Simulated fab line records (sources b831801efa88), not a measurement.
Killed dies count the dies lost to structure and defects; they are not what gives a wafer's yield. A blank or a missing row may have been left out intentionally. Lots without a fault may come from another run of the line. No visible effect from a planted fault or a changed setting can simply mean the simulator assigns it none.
fab line records	flow sky130
record lots=24	wafers=72	last-day=50
route steps=708 shown LDD_N@254 VIA2@527 METAL4@602 VIA4@642 METAL5@675 PASSIVATION@684
lots that met no fault: taken from a fault-free run of the same line
start-h: start of the lot's first displayed wafer, in hours after the record's first day	wait-h: hours elapsed since this lot's preceding step	" same as the row above	L1.1+2: a row that stands for several wafers	- no value present, or no start provided	* or withheld: withheld	< > ~ a bound
route shown NAME@n: NAME is a module with steps in the file, n the number in the route of the first one	usual: the fault-free wafers' mean and standard deviation	same: alike in all rows	chamber/n: place in a boat	sites: the reading at each site	_std_site: standard deviation across them	_edge_site: mean of outer sites minus mean of inner sites	radius-mm: how far each site lies from the wafer's centre	mask NAME#n: copy n	behind: the most recent tool/chamber to have shaped the wafer	hold: why the lot went on hold/how many hours it stayed there/how the hold came to an end	device: the n, p or np transistor that did not switch	end of line: tests of these same wafers at the route's end	a step with no rows: only its recipe	killed: dies lost to structure and defects at the first sort, not the wafer's yield	map: per-die view of a wafer (x killed, . not killed, _ where there is no die)
set.NAME: the setting as run; set.NAME@STEP: as run at that earlier step	model.NAME: the simulator's own value behind a step, which no gauge read
the route's steps for a sample of lots (tables are steps, rows are wafers)
services: when a tool's chamber went out of use (start-h, in hours from the record's first day, below 0 if earlier), for how many hours, and the reason
## steps
# step SKY_LDD_N_TW_MEAS_17
# usual LDD_N_TW=2591/16
lot.wafer	tool	chamber	start-h	wait-h	LDD_N_TW
L074.3	film-metro-03	-	403.05	0.1	2555
L074.5	"	-	"	"	2580
L074.6	"	-	"	"	2565
L075.2	film-metro-04	-	406.79	0.1	2599
L075.3	"	-	"	"	2593
L075.4	"	-	"	"	2602
L076.2	film-metro-04	-	416.94	0.1	2610
L076.3	"	-	"	"	2602
L076.6	"	-	"	"	2608
L077.1	film-metro-01	-	423.97	0.1	2623
L077.4	"	-	"	"	2609
L077.6	"	-	"	"	2617
L078.2	film-metro-03	-	439.24	0.1	2583
L078.5	"	-	"	"	2591
L078.6	"	-	"	"	2570
L079.1	film-metro-03	-	446.72	0.1	2586
L079.3	"	-	"	"	2576
L079.6	"	-	"	"	2582
L080.2	film-metro-03	-	457.74	0.1	2572
L080.4	"	-	"	"	2546
L080.6	"	-	"	"	2581
L081.1	film-metro-01	-	465.53	0.1	2593
L081.4	"	-	"	"	2615
L081.5	"	-	"	"	2610
L082.2	film-metro-04	-	473.24	0.1	2597
L082.3	"	-	"	"	2584
L082.6	"	-	"	"	2588
L083.1	film-metro-01	-	486.17	0.1	2600
L083.5	"	-	"	"	2604
L083.6	"	-	"	"	2613
L084.1	film-metro-04	-	498.42	0.1	2579
L084.3	"	-	"	"	2591
L084.5	"	-	"	"	2576
L085.1	film-metro-03	-	500.58	0.1	2581
L085.2	"	-	"	"	2584
L085.3	"	-	"	"	2586
L086.1	film-metro-04	-	512.37	0.1	2596
L086.2	"	-	"	"	2609
L086.6	"	-	"	"	2609
L087.3	film-metro-01	-	522.19	0.1	2590
L087.4	"	-	"	"	2603
L087.6	"	-	"	"	2599
L088.2	film-metro-04	-	529.74	0.1	2610
L088.3	"	-	"	"	2604
L088.5	"	-	"	"	2614
L089.4	film-metro-04	-	538.71	0.1	2620
L089.5	"	-	"	"	2614
L089.6	"	-	"	"	2607
L090.1	film-metro-04	-	548.43	0.1	2605
L090.2	"	-	"	"	2597
L090.3	"	-	"	"	2604
L092.3	film-metro-03	-	562.45	0.1	2578
L092.4	"	-	"	"	2566
L092.5	"	-	"	"	2571
L091.4	film-metro-04	-	567.11	0.1	2589
L091.5	"	-	"	"	2583
L091.6	"	-	"	"	2579
L093.2	film-metro-03	-	571.59	0.1	2570
L093.3	"	-	"	"	2570
L093.4	"	-	"	"	2584
L094.1	film-metro-03	-	573.88	0.1	2578
L094.4	"	-	"	"	2575
L094.6	"	-	"	"	2573
L095.1	film-metro-03	-	583.98	0.1	2569
L095.4	"	-	"	"	2570
L095.6	"	-	"	"	2568
L096.3	film-metro-01	-	591.84	0.1	2629
L096.4	"	-	"	"	2615
L096.5	"	-	"	"	2610
L097.1	film-metro-03	-	600.53	0.1	2596
L097.3	"	-	"	"	2600
L097.5	"	-	"	"	2594
# step SKY_VIA2_SPUTTER_20
# recipe material=TiN	target-thk-nm=20	chamber-pressure-pa=5	power-w=4000	time-s=80
# usual cathode-dc-power-W=3999.9/0.79	throttle-valve-pct=30.1/0.64
lot.wafer	tool	chamber	start-h	wait-h	cathode-dc-power-W	throttle-valve-pct
L074.3	pvd-sputter-03	-	847.92	0.0	3998.7	30.2
L074.5	"	-	"	"	3998.4	29.1
L074.6	"	-	"	"	4000.9	30.4
L075.2	pvd-sputter-03	-	853.98	0.0	4000.4	28.9
L075.3	"	-	"	"	3999.4	30.0
L075.4	"	-	"	"	3999.0	30.3
L076.2	pvd-sputter-04	-	857.28	0.0	3999.9	29.6
L076.3	"	-	"	"	4001.5	30.3
L076.6	"	-	"	"	4000.1	30.0
L077.1	pvd-sputter-03	-	867.73	0.0	4000.0	28.9
L077.4	"	-	"	"	3999.8	30.9
L077.6	"	-	"	"	3999.6	31.4
L078.2	pvd-sputter-03	-	881.48	0.0	3999.0	30.2
L078.5	"	-	"	"	3999.7	30.2
L078.6	"	-	"	"	3999.8	28.9
L079.1	pvd-sputter-04	-	884.60	0.0	4000.4	30.7
L079.3	"	-	"	"	3999.4	30.4
L079.6	"	-	"	"	4000.1	29.7
L080.2	pvd-sputter-02	-	899.76	0.0	4000.7	29.7
L080.4	"	-	"	"	4001.1	29.6
L080.6	"	-	"	"	3999.4	30.5
L081.1	pvd-sputter-03	-	901.29	0.0	3999.6	30.0
L081.4	"	-	"	"	4000.4	31.1
L081.5	"	-	"	"	3999.5	30.9
L082.2	pvd-sputter-02	-	907.16	0.0	4000.6	29.3
L082.3	"	-	"	"	4001.6	29.6
L082.6	"	-	"	"	4000.4	29.0
L083.1	pvd-sputter-03	-	921.28	0.0	3999.5	28.8
L083.5	"	-	"	"	4000.5	31.0
L083.6	"	-	"	"	3999.8	30.6
L084.1	pvd-sputter-03	-	927.70	0.0	3999.9	30.3
L084.3	"	-	"	"	4000.1	31.0
L084.5	"	-	"	"	3998.9	30.2
L085.1	pvd-sputter-03	-	931.10	0.0	3999.8	30.2
L085.2	"	-	"	"	4000.9	31.0
L085.3	"	-	"	"	3999.5	30.4
L086.1	pvd-sputter-03	-	942.28	0.0	4000.5	30.3
L086.2	"	-	"	"	3999.3	29.1
L086.6	"	-	"	"	4000.3	29.0
L087.3	pvd-sputter-04	-	947.40	0.0	3998.1	30.3
L087.4	"	-	"	"	3998.9	29.9
L087.6	"	-	"	"	4000.3	30.8
L088.2	pvd-sputter-04	-	951.10	0.0	3999.9	30.5
L088.3	"	-	"	"	3999.7	29.3
L088.5	"	-	"	"	4001.0	30.4
L089.4	pvd-sputter-03	-	961.48	0.0	3999.6	29.2
L089.5	"	-	"	"	4001.1	30.2
L089.6	"	-	"	"	3999.4	29.0
L090.1	pvd-sputter-04	-	969.61	0.0	4001.7	30.3
L090.2	"	-	"	"	4000.4	30.4
L090.3	"	-	"	"	4001.4	29.6
L092.3	pvd-sputter-04	-	980.10	0.0	3999.9	30.3
L092.4	"	-	"	"	4000.1	30.3
L092.5	"	-	"	"	4000.5	29.9
L091.4	pvd-sputter-02	-	983.85	0.0	3999.1	29.2
L091.5	"	-	"	"	4001.2	29.7
L091.6	"	-	"	"	3998.7	29.7
L093.2	pvd-sputter-02	-	988.17	0.0	4000.0	30.5
L093.3	"	-	"	"	3999.1	29.6
L093.4	"	-	"	"	3999.2	29.6
L094.1	pvd-sputter-02	-	991.71	0.0	3999.5	29.5
L094.4	"	-	"	"	3999.6	30.6
L094.6	"	-	"	"	3999.2	29.7
L095.1	pvd-sputter-04	-	999.33	0.0	3998.8	29.6
L095.4	"	-	"	"	4000.0	29.7
L095.6	"	-	"	"	3999.4	30.5
L096.3	pvd-sputter-04	-	1004.52	0.0	3999.9	29.8
L096.4	"	-	"	"	4000.3	30.4
L096.5	"	-	"	"	3998.6	30.9
L097.1	pvd-sputter-04	-	1010.95	0.0	4000.6	29.9
L097.3	"	-	"	"	3999.6	30.8
L097.5	"	-	"	"	4000.7	30.7
# step SKY_METAL4_SPUTTER_04
# recipe material=TiN	target-thk-nm=70	power-w=6500	time-s=58.3	chamber-pressure-pa=0.4
# usual cathode-dc-power-W=6500.1/1.2	throttle-valve-pct=30.0/0.64
lot.wafer	tool	chamber	start-h	wait-h	cathode-dc-power-W	throttle-valve-pct
L074.3	pvd-sputter-04	-	928.51	0.0	6499.9	29.6
L074.5	"	-	"	"	6498.5	30.7
L074.6	"	-	"	"	6501.3	29.8
L075.2	pvd-sputter-03	-	933.01	0.0	6503.4	30.2
L075.3	"	-	"	"	6501.5	30.6
L075.4	"	-	"	"	6500.6	30.9
L076.2	pvd-sputter-03	-	938.40	0.0	6499.1	30.3
L076.3	"	-	"	"	6499.9	30.5
L076.6	"	-	"	"	6500.5	28.7
L077.1	pvd-sputter-03	-	947.41	0.0	6500.0	30.5
L077.4	"	-	"	"	6500.6	29.0
L077.6	"	-	"	"	6499.5	30.4
L078.2	pvd-sputter-03	-	959.98	0.0	6500.0	28.9
L078.5	"	-	"	"	6501.1	30.2
L078.6	"	-	"	"	6499.8	31.4
L079.1	pvd-sputter-03	-	963.89	0.0	6498.4	30.3
L079.3	"	-	"	"	6499.1	31.3
L079.6	"	-	"	"	6498.2	31.0
L080.2	pvd-sputter-02	-	977.45	0.0	6499.3	30.5
L080.4	"	-	"	"	6501.0	29.6
L080.6	"	-	"	"	6501.0	29.6
L081.1	pvd-sputter-02	-	978.98	0.0	6499.1	29.5
L081.4	"	-	"	"	6501.0	29.8
L081.5	"	-	"	"	6500.9	29.4
L082.2	pvd-sputter-04	-	984.92	0.0	6498.3	30.3
L082.3	"	-	"	"	6501.6	30.2
L082.6	"	-	"	"	6500.5	30.5
L083.1	pvd-sputter-04	-	997.86	0.0	6500.8	29.6
L083.5	"	-	"	"	6499.7	30.5
L083.6	"	-	"	"	6500.8	30.9
L084.1	pvd-sputter-02	-	1004.14	0.0	6499.1	30.4
L084.3	"	-	"	"	6501.1	29.1
L084.5	"	-	"	"	6499.6	29.5
L085.1	pvd-sputter-02	-	1006.96	0.0	6502.1	29.6
L085.2	"	-	"	"	6499.7	29.7
L085.3	"	-	"	"	6499.9	30.6
L086.1	pvd-sputter-04	-	1017.01	0.0	6500.6	30.3
L086.2	"	-	"	"	6501.2	30.1
L086.6	"	-	"	"	6499.1	30.5
L087.3	pvd-sputter-04	-	1022.91	0.0	6501.2	30.8
L087.4	"	-	"	"	6500.3	29.6
L087.6	"	-	"	"	6498.0	30.7
L088.2	pvd-sputter-02	-	1027.76	0.0	6500.4	29.2
L088.3	"	-	"	"	6499.8	29.6
L088.5	"	-	"	"	6498.7	29.8
L089.4	pvd-sputter-04	-	1037.56	0.0	6499.4	30.4
L089.5	"	-	"	"	6499.4	30.2
L089.6	"	-	"	"	6500.8	30.7
L090.1	pvd-sputter-03	-	1043.45	0.0	6499.2	30.8
L090.2	"	-	"	"	6499.3	30.3
L090.3	"	-	"	"	6500.1	30.1
L092.3	pvd-sputter-03	-	1053.50	0.0	6499.5	31.1
L092.4	"	-	"	"	6501.0	28.9
L092.5	"	-	"	"	6500.6	30.2
L091.4	pvd-sputter-03	-	1056.00	0.0	6500.0	30.4
L091.5	"	-	"	"	6499.8	29.2
L091.6	"	-	"	"	6499.8	30.1
L093.2	pvd-sputter-02	-	1060.19	0.0	6498.8	29.2
L093.3	"	-	"	"	6499.4	29.5
L093.4	"	-	"	"	6502.1	30.6
L094.1	pvd-sputter-03	-	1064.39	0.0	6500.1	30.4
L094.4	"	-	"	"	6502.4	30.1
L094.6	"	-	"	"	6501.0	30.4
L095.1	pvd-sputter-02	-	1072.24	0.0	6502.1	29.1
L095.4	"	-	"	"	6500.8	29.8
L095.6	"	-	"	"	6500.1	29.5
L096.3	pvd-sputter-02	-	1076.18	0.0	6498.9	29.5
L096.4	"	-	"	"	6500.0	29.2
L096.5	"	-	"	"	6500.0	29.6
L097.1	pvd-sputter-02	-	1081.40	0.0	6501.2	30.6
L097.3	"	-	"	"	6500.3	29.5
L097.5	"	-	"	"	6499.1	30.4
# step SKY_VIA4_BOW_MEAS_03
# recipe mode=bow
# usual VIA4_BOW=80/8.2
lot.wafer	tool	chamber	start-h	wait-h	VIA4_BOW[um]
L074.3	film-metro-01	-	979.89	0.1	88
L074.5	"	-	"	"	100
L074.6	"	-	"	"	91
L075.2	film-metro-03	-	983.09	0.2	86
L075.3	"	-	"	"	82
L075.4	"	-	"	"	88
L076.2	film-metro-03	-	989.03	0.3	83
L076.3	"	-	"	"	75
L076.6	"	-	"	"	68
L077.1	film-metro-01	-	998.33	0.2	79
L077.4	"	-	"	"	83
L077.6	"	-	"	"	79
L078.2	film-metro-01	-	1010.13	0.2	80
L078.5	"	-	"	"	76
L078.6	"	-	"	"	84
L079.1	film-metro-01	-	1013.80	0.2	91
L079.3	"	-	"	"	80
L079.6	"	-	"	"	85
L080.2	film-metro-03	-	1026.74	0.2	74
L080.4	"	-	"	"	76
L080.6	"	-	"	"	70
L081.1	film-metro-01	-	1027.96	0.1	87
L081.4	"	-	"	"	92
L081.5	"	-	"	"	78
L082.2	film-metro-03	-	1032.68	0.2	76
L082.3	"	-	"	"	82
L082.6	"	-	"	"	81
L083.1	film-metro-01	-	1046.01	0.2	94
L083.5	"	-	"	"	89
L083.6	"	-	"	"	82
L084.1	film-metro-04	-	1052.04	0.1	71
L084.3	"	-	"	"	70
L084.5	"	-	"	"	76
L085.1	film-metro-04	-	1055.18	0.2	77
L085.2	"	-	"	"	78
L085.3	"	-	"	"	77
L086.1	film-metro-03	-	1063.45	0.1	79
L086.2	"	-	"	"	77
L086.6	"	-	"	"	83
L087.3	film-metro-04	-	1069.24	0.2	71
L087.4	"	-	"	"	76
L087.6	"	-	"	"	78
L088.2	film-metro-01	-	1074.16	0.1	76
L088.3	"	-	"	"	60
L088.5	"	-	"	"	73
L089.4	film-metro-01	-	1082.96	0.3	75
L089.5	"	-	"	"	84
L089.6	"	-	"	"	78
L090.1	film-metro-03	-	1087.70	0.2	74
L090.2	"	-	"	"	73
L090.3	"	-	"	"	69
L092.3	film-metro-03	-	1097.47	0.1	92
L092.4	"	-	"	"	86
L092.5	"	-	"	"	81
L091.4	film-metro-04	-	1099.87	0.3	74
L091.5	"	-	"	"	84
L091.6	"	-	"	"	64
L093.2	film-metro-04	-	1105.13	0.2	78
L093.3	"	-	"	"	79
L093.4	"	-	"	"	69
L094.1	film-metro-03	-	1106.88	0.2	76
L094.4	"	-	"	"	77
L094.6	"	-	"	"	76
L095.1	film-metro-01	-	1115.54	0.1	63
L095.4	"	-	"	"	64
L095.6	"	-	"	"	71
L096.3	film-metro-01	-	1119.04	0.3	81
L096.4	"	-	"	"	89
L096.5	"	-	"	"	89
L097.1	film-metro-04	-	1123.44	0.2	71
L097.3	"	-	"	"	75
L097.5	"	-	"	"	83
# step SKY_METAL5_DESCUM_14
# recipe chemistry=O2	source-power-w=150	bias-power-w=0	pressure-mtorr=10	temp-c=40	time-s=11
# usual drypump-motor-current-A=5.7/0.31	oes-product-au=1.002/0.0063
lot.wafer	tool	chamber	start-h	wait-h	drypump-motor-current-A	oes-product-au	rf-hours-counter-h
L074.3	rie-metal-04	1	1027.61	0.1	5.4	0.995	-
L074.5	"	1	"	"	5.4	1.002	-
L074.6	"	0	"	"	6.0	1.000	-
L075.2	rie-metal-01	0	1031.34	0.1	5.8	1.006	5
L075.3	"	1	"	"	6.4	1.001	-
L075.4	"	0	"	"	5.8	1.013	-
L076.2	rie-metal-02	0	1036.72	0.1	5.5	1.005	10
L076.3	"	1	"	"	5.3	1.004	-
L076.6	"	0	"	"	5.5	1.004	-
L077.1	rie-metal-04	1	1045.90	0.1	5.5	1.012	20
L077.4	"	0	"	"	6.0	1.011	-
L077.6	"	1	"	"	5.5	1.014	-
L078.2	rie-metal-02	0	1056.35	0.1	5.5	0.995	11
L078.5	"	0	"	"	5.5	0.997	-
L078.6	"	1	"	"	5.4	0.991	-
L079.1	rie-metal-04	0	1059.39	0.1	6.0	1.001	10
L079.3	"	1	"	"	5.5	1.007	-
L079.6	"	1	"	"	5.4	1.004	-
L080.2	rie-metal-02	0	1071.69	0.1	5.6	0.996	12
L080.4	"	0	"	"	5.6	1.000	-
L080.6	"	0	"	"	5.5	1.006	-
L081.1	rie-metal-01	1	1073.37	0.1	6.3	1.009	11
L081.4	"	0	"	"	5.8	1.000	-
L081.5	"	0	"	"	5.8	1.004	-
L082.2	rie-metal-02	0	1077.15	0.1	5.6	0.995	13
L082.3	"	1	"	"	5.3	1.007	-
L082.6	"	0	"	"	5.6	0.999	-
L083.1	rie-metal-02	0	1089.24	0.1	5.5	1.009	14
L083.5	"	0	"	"	5.5	1.006	-
L083.6	"	1	"	"	5.4	1.000	-
L084.1	rie-metal-04	1	1095.37	0.1	5.4	0.999	23
L084.3	"	1	"	"	5.5	1.011	-
L084.5	"	0	"	"	6.0	1.003	-
L085.1	rie-metal-01	0	1098.70	0.1	5.8	0.992	9
L085.2	"	1	"	"	6.3	1.001	13
L085.3	"	0	"	"	5.8	1.001	-
L086.1	rie-metal-02	1	1105.42	0.1	5.4	1.004	22
L086.2	"	0	"	"	5.5	0.995	15
L086.6	"	1	"	"	5.4	1.012	-
L087.3	rie-metal-02	1	1111.13	0.1	5.3	0.999	-
L087.4	"	0	"	"	5.5	0.998	-
L087.6	"	1	"	"	5.4	1.000	-
L088.2	rie-metal-02	0	1116.27	0.1	5.5	1.005	16
L088.3	"	0	"	"	5.5	1.003	-
L088.5	"	0	"	"	5.5	1.005	-
L089.4	rie-metal-02	1	1124.41	0.1	5.4	1.001	-
L089.5	"	0	"	"	5.5	0.988	-
L089.6	"	1	"	"	5.4	0.993	-
L090.1	rie-metal-02	0	1129.30	0.1	5.6	1.006	17
L090.2	"	1	"	"	5.4	1.000	24
L090.3	"	1	"	"	5.4	0.999	-
L092.3	rie-metal-01	0	1137.00	0.1	5.8	0.999	-
L092.4	"	0	"	"	5.8	1.009	-
L092.5	"	0	"	"	5.8	1.006	-
L091.4	rie-metal-01	1	1140.81	0.1	6.3	1.014	-
L091.5	"	0	"	"	5.8	1.009	-
L091.6	"	1	"	"	6.3	1.012	-
L093.2	rie-metal-04	0	1145.85	0.1	6.0	0.995	17
L093.3	"	0	"	"	6.0	1.007	-
L093.4	"	1	"	"	5.4	1.011	-
L094.1	rie-metal-02	1	1146.39	0.1	5.4	1.006	26
L094.4	"	1	"	"	5.3	1.004	-
L094.6	"	0	"	"	5.5	1.005	-
L095.1	rie-metal-04	0	1153.57	0.1	6.0	0.995	18
L095.4	"	0	"	"	6.0	0.999	-
L095.6	"	1	"	"	5.5	1.003	-
L096.3	rie-metal-02	0	1157.91	0.1	5.5	0.991	-
L096.4	"	1	"	"	5.4	0.996	-
L096.5	"	1	"	"	5.4	1.000	-
L097.1	rie-metal-01	1	1160.55	0.1	6.4	1.012	16
L097.3	"	0	"	"	5.8	0.998	-
L097.5	"	0	"	"	5.8	1.006	-
# step SKY_PASSIVATION_THK_MEAS_03
# recipe reads=Si3N4_of_PASSIVATION_CVD_02
# usual PASSIVATION_CVD_02_THK=536/6.9
lot.wafer	tool	chamber	start-h	wait-h	PASSIVATION_CVD_02_THK[nm]
L074.3	film-metro-01	-	1028.80	-	528
L074.5	"	-	"	"	534
L074.6	"	-	"	"	538
L075.2	film-metro-02	-	1032.52	-	529
L075.3	"	-	"	"	529
L075.4	"	-	"	"	541
L076.2	film-metro-01	-	1038.01	-	523
L076.3	"	-	"	"	533
L076.6	"	-	"	"	535
L077.1	film-metro-04	-	1047.18	-	527
L077.4	"	-	"	"	540
L077.6	"	-	"	"	537
L078.2	film-metro-02	-	1057.62	-	528
L078.5	"	-	"	"	540
L078.6	"	-	"	"	534
L079.1	film-metro-04	-	1060.66	-	525
L079.3	"	-	"	"	530
L079.6	"	-	"	"	540
L080.2	film-metro-04	-	1072.87	-	532
L080.4	"	-	"	"	543
L080.6	"	-	"	"	547
L081.1	film-metro-01	-	1074.54	-	537
L081.4	"	-	"	"	543
L081.5	"	-	"	"	543
L082.2	film-metro-01	-	1078.33	-	529
L082.3	"	-	"	"	526
L082.6	"	-	"	"	536
L083.1	film-metro-04	-	1090.41	-	529
L083.5	"	-	"	"	538
L083.6	"	-	"	"	540
L084.1	film-metro-02	-	1096.54	-	538
L084.3	"	-	"	"	534
L084.5	"	-	"	"	541
L085.1	film-metro-01	-	1099.91	-	540
L085.2	"	-	"	"	539
L085.3	"	-	"	"	535
L086.1	film-metro-01	-	1106.60	-	532
L086.2	"	-	"	"	532
L086.6	"	-	"	"	536
L087.3	film-metro-04	-	1112.45	-	543
L087.4	"	-	"	"	546
L087.6	"	-	"	"	551
L088.2	film-metro-01	-	1117.61	-	537
L088.3	"	-	"	"	543
L088.5	"	-	"	"	535
L089.4	film-metro-01	-	1125.81	-	542
L089.5	"	-	"	"	546
L089.6	"	-	"	"	549
L090.1	film-metro-04	-	1130.67	-	538
L090.2	"	-	"	"	537
L090.3	"	-	"	"	549
L092.3	film-metro-02	-	1138.60	-	536
L092.4	"	-	"	"	547
L092.5	"	-	"	"	542
L091.4	film-metro-04	-	1142.07	-	545
L091.5	"	-	"	"	538
L091.6	"	-	"	"	539
L093.2	film-metro-01	-	1147.02	-	526
L093.3	"	-	"	"	524
L093.4	"	-	"	"	529
L094.1	film-metro-01	-	1147.62	-	536
L094.4	"	-	"	"	542
L094.6	"	-	"	"	546
L095.1	film-metro-02	-	1154.74	-	527
L095.4	"	-	"	"	537
L095.6	"	-	"	"	544
L096.3	film-metro-02	-	1159.08	-	526
L096.4	"	-	"	"	531
L096.5	"	-	"	"	529
L097.1	film-metro-02	-	1161.71	-	528
L097.3	"	-	"	"	533
L097.5	"	-	"	"	546
## services
tool	chamber	start-h	hours	kind
pvd-sputter-02	-	833.43	3.1	repair
pvd-sputter-04	-	839.20	1.4	repair
rie-metal-02	0	861.64	10.3	repair
rie-metal-04	0	873.48	1.0	repair
pvd-sputter-02	-	937.28	6.3	repair
rie-metal-01	-	960.36	0.6	repair
pvd-sputter-03	-	967.15	72.4	repair
pvd-sputter-04	1	984.97	-	consumable-replace:kit
pvd-sputter-04	1	984.97	18.0	scheduled-down
pvd-sputter-04	1	984.97	18.0	vent-cycle
pvd-sputter-02	-	986.30	1.4	repair
pvd-sputter-02	-	1016.03	3.7	repair
rie-metal-01	0	1050.43	1.4	repair
pvd-sputter-04	-	1066.26	0.7	repair
pvd-sputter-03	-	1084.19	3.1	repair
pvd-sputter-03	3	1087.56	-	consumable-replace:kit
pvd-sputter-03	3	1087.56	18.0	scheduled-down
pvd-sputter-03	3	1087.56	18.0	vent-cycle
pvd-sputter-04	0	1089.66	-	consumable-replace:kit
pvd-sputter-03	-	1095.05	6.4	repair
pvd-sputter-02	-	1115.66	5.3	repair
rie-metal-01	1	1120.83	16.7	repair
rie-metal-04	-	1150.63	0.8	repair
rie-metal-02	-	1152.29	0.5	repair
## key
fault none
